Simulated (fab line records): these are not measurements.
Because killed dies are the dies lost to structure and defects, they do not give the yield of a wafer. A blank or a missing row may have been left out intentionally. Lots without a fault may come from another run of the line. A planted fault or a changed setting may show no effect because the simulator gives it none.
Split-lot trial | flow gf180mcu | route with 602 steps; 5 lots, 23 wafers read

## THE SPLIT
At GF_M2_SPUTTER_04 (material TiN, target thk 50 nm, time 41.7 s), the setting chamberPressurePa was moved away from the recipe's 0.4 Pa on 10 of the 23 wafers read, by -11.5% to +13.5%. The other wafers ran this setting at the recipe's value.

The split's own step is where the reading is taken.

## THE READING
TiN_of_M2_SPUTTER_04.thkNm (the simulator's own value, which no gauge read), in nm, at GF_M2_SPUTTER_04 (material TiN, target thk 50 nm, time 41.7 s). No usual value for it is given in the file. The 13 wafers here that ran the recipe average 49.80 nm, standard deviation 0.62 nm.

wafer  | tool, chamber at the split | chamberPressurePa as run, Pa | against the recipe | TiN_of_M2_SPUTTER_04.thkNm, nm | against lot-mates on the recipe
L076.3 | pvdSputter-01, -           | 0.4                          | recipe             | 48.86                          | -
L076.4 | pvdSputter-01, -           | 0.4                          | recipe             | 49.46                          | -
L076.5 | pvdSputter-01, -           | 0.4                          | recipe             | 49.47                          | -
L078.1 | pvdSputter-02, -           | 0.4                          | recipe             | 49.48                          | -
L078.2 | pvdSputter-02, -           | 0.4                          | recipe             | 49.28                          | -
L078.4 | pvdSputter-02, -           | 0.4                          | recipe             | 49.59                          | -
L078.5 | pvdSputter-02, -           | 0.4                          | recipe             | 49.27                          | -
L078.6 | pvdSputter-02, -           | 0.4                          | recipe             | 49.43                          | -
L079.1 | pvdSputter-01, -           | 0.4539                       | +13.5%             | 48.07                          | no lot-mate on the recipe
L079.2 | pvdSputter-01, -           | 0.4539                       | +13.5%             | 48.72                          | no lot-mate on the recipe
L079.3 | pvdSputter-01, -           | 0.4539                       | +13.5%             | 48.21                          | no lot-mate on the recipe
L079.5 | pvdSputter-01, -           | 0.4539                       | +13.5%             | 48.62                          | no lot-mate on the recipe
L079.6 | pvdSputter-01, -           | 0.4539                       | +13.5%             | 48.03                          | no lot-mate on the recipe
L082.1 | pvdSputter-01, -           | 0.4                          | recipe             | 50.46                          | -
L082.2 | pvdSputter-01, -           | 0.4                          | recipe             | 50.87                          | -
L082.3 | pvdSputter-01, -           | 0.4                          | recipe             | 49.99                          | -
L082.5 | pvdSputter-01, -           | 0.4                          | recipe             | 50.29                          | -
L082.6 | pvdSputter-01, -           | 0.4                          | recipe             | 50.9                           | -
L083.1 | pvdSputter-01, -           | 0.354                        | -11.5%             | 50.62                          | no lot-mate on the recipe
L083.2 | pvdSputter-01, -           | 0.354                        | -11.5%             | 50.8                           | no lot-mate on the recipe
L083.3 | pvdSputter-01, -           | 0.354                        | -11.5%             | 50.63                          | no lot-mate on the recipe
L083.4 | pvdSputter-01, -           | 0.354                        | -11.5%             | 50.89                          | no lot-mate on the recipe
L083.5 | pvdSputter-01, -           | 0.354                        | -11.5%             | 50.73                          | no lot-mate on the recipe

THE FIT
A straight line over all 23 wafers: TiN_of_M2_SPUTTER_04.thkNm changes by -0.0969 nm for each +1% of chamberPressurePa; r = -0.85; the points scatter about the line by 0.52 nm.
Too few moved wafers with a lot-mate on the recipe to fit a line net of each lot's own level.

## FILE'S OWN FIT
TiN_of_M2_SPUTTER_04.thkNm changes by -0.0968 nm for each +1% of chamberPressurePa, r = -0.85.
